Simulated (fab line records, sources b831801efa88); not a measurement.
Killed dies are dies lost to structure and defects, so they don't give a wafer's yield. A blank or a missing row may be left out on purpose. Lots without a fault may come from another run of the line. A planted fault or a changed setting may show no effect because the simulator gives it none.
One fault seen from 2 desks | flow gf180mcu | each desk has only its own numbers; what lay behind them comes last

THE TOOL OWNER'S DESK: rie_diel-03
The tool's own readings at GF_V5_ETCH_16 (etches BARC in N2/H2): means of the sampled wafers that have a number, for each lot that ran on this tool. A lot is out of limits, marked OUT, if its mean lies more than 4 standard deviations from the usual mean; the brackets give that distance.
Columns: A = bias_w at GF_V5_ETCH_16, usual 100.02 W; B = drypump_motor_current_A at GF_V5_ETCH_16, usual 5.9 A; C = oes_product_au at GF_V5_ETCH_16, usual 0.855 a.u.; D = rf_fwd_power_W at GF_V5_ETCH_16, usual 495.6 W; E = throttle_valve_pct at GF_V5_ETCH_16, usual 13.224 %
lot  | first seen here | A      | B   | C     | D               | E
L480 | day 27 16:49    | 99.71  | 6.0 | 0.855 | 496.3           | 13.223
L483 | day 28 14:14    | 99.91  | 6.1 | 0.854 | 577.1 (+39) OUT | 13.231
L485 | day 29 03:02    | 100.19 | 5.7 | 0.855 | 574.8 (+38) OUT | 13.227
L499 | day 33 00:28    | 100.09 | 6.0 | 0.859 | 494.9           | 13.221
This desk's finding: out of limits on L483, L485; first on L483, day 28 14:14 (rf_fwd_power_W at GF_V5_ETCH_16). In limits: L480, L499.

THE METROLOGY DESK
What the gauges read, lot by lot, whatever tool the lot ran on: means of the sampled wafers that have a number. A lot is out of limits, marked OUT, if its mean lies more than 4 standard deviations from the usual mean; the brackets give that distance.
Columns: A = V5_W_RS at GF_V5_RS_MEAS_24, usual 0.327 ohm/sq
lot  | first seen here | A
L479 | day 27 16:02    | 0.330
L480 | day 27 17:44    | 0.330
L483 | day 28 15:08    | 0.329
L485 | day 29 03:59    | 0.321
L493 | day 31 06:02    | 0.331
L495 | day 31 23:26    | 0.328
L496 | day 32 05:22    | 0.325
L497 | day 32 09:41    | 0.325
L498 | day 32 18:22    | 0.326
L499 | day 33 01:30    | 0.329
L500 | day 33 02:57    | 0.325
L501 | day 33 07:43    | 0.327
This desk's finding: nothing out of limits on any of the 12 lots.

PUT TOGETHER
The tool owner's desk could have raised an alarm at day 28 14:14, on L483, L485.
The metrology desk saw nothing out of limits.
The metrology desk has L483, L485 on record, within its limits.
Of the lots named, all ran GF_V5_ETCH_16 on rie_diel-03.

WHAT THE SIMULATOR HAD PUT IN
Process parameter drift: rie_diel-03, from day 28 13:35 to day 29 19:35, at GF_V5_ETCH_16. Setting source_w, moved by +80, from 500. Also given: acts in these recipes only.
Lots struck among those shown: L483, L485.
Hours from the fault's start to each desk's first reading out of limits: the tool owner's desk, 1.
